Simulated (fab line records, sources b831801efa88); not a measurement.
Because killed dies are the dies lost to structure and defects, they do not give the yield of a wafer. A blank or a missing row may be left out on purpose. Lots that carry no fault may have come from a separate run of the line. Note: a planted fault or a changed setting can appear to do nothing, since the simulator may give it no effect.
Matching of chambers    flow sky130    SKY_VIA1_CMP_02 on cmp-01: 4 sister chambers
The step polishes SiO2. 4 wafers are shown with their chamber, then 12 later ones without.

## WAFERS PAIRED WITH THEIR CHAMBERS
wafer   chamber  motor current A (A)
L092.3  2        13.4
L093.2  0        13.3
L093.3  3        11.8
L093.4  1        11.9

## WAFERS WHOSE CHAMBER IS MISSING
wafer   motor current A (A)
L094.1  11.2
L094.3  13.7
L094.4  13.8
L094.2  12.0
L094.5  11.8
L094.6  13.9
L095.1  13.4
L095.3  11.5
L095.4  11.7
L097.1  13.1
L097.3  11.7
L097.4  11.6

## WHICH CHAMBER EACH ONE RAN IN
wafer   from the rows above      in truth
L094.1  can't be placed: 3 or 1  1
L094.3  can't be placed: 2 or 0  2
L094.4  can't be placed: 2 or 0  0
L094.2  can't be placed: 1 or 3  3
L094.5  can't be placed: 3 or 1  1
L094.6  can't be placed: 2 or 0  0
L095.1  can't be placed: 2 or 0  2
L095.3  can't be placed: 3 or 1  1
L095.4  can't be placed: 3 or 1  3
L097.1  can't be placed: 0 or 2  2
L097.3  can't be placed: 3 or 1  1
L097.4  can't be placed: 3 or 1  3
Correct placement for 0 of the 12. These rows do not allow placing 12 (true chamber among the candidates in 12). Number placed wrongly: 0.
How it was worked out, from the rows above alone: a wafer's distance from a chamber is the root of the sum, over the readings, of the square of ((its reading less the chamber's mean) divided by the reading's scatter). The wafer belongs to the nearest chamber; if the next one is less than 2 further off, it can't be placed. For every chamber, the mean is computed from those of its wafers that are shown. The scatter: root of mean squared gap, hidden wafer to nearest shown wafer, with one shown wafer a chamber.
